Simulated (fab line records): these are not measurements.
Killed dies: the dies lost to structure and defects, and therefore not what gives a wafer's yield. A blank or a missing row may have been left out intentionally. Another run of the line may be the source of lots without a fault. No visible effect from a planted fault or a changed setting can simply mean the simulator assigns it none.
Which tool is to blame? | flow gf180mcu | 18 wafers sampled from 6 lots at 1 step of a route of 602

## WHAT THE GAUGES READ, wafer by wafer
GF_CONTACT_BOW_MEAS_05.
lot  | measured     | on            | CONTACT_BOW (um)
L657 | day 15 20:10 | film metro-01 | 64 66 73
L660 | day 16 23:24 | film metro-03 | 63 70 70
L664 | day 18 03:53 | film metro-01 | 84 63 68
L667 | day 19 08:08 | film metro-04 | 72 51 70
L670 | day 20 14:59 | film metro-03 | 64 56 63
L677 | day 23 05:38 | film metro-03 | 57 63 68

## WHAT TOOL EACH LOT RAN ON (gives the tool, then ch and the chambers of the sampled wafers, and finally the start)
No process step before these readings appears in the record.

## THE ANSWER, worked out from the rows above alone
Rule: what is usual is taken from the lots themselves. Put in order of their means at a reading, lots are off if they are a third of the lots or fewer, leave a main group of 4 or more, and stand apart from it by a gap of 3 or more times the standard deviation of the main group's means; of several such gaps the widest counts. A main group whose means are all the same, to the digits that the tables above print for the reading, isn't used. A lot without any number at a reading at which 4 lots or more have one is off too. Where the step has rows for the other lots, those lots are counted as sound.
None of the lots is off at any reading shown; this tells nothing.

## WHAT HAD BEEN PUT IN BY THE SIMULATOR
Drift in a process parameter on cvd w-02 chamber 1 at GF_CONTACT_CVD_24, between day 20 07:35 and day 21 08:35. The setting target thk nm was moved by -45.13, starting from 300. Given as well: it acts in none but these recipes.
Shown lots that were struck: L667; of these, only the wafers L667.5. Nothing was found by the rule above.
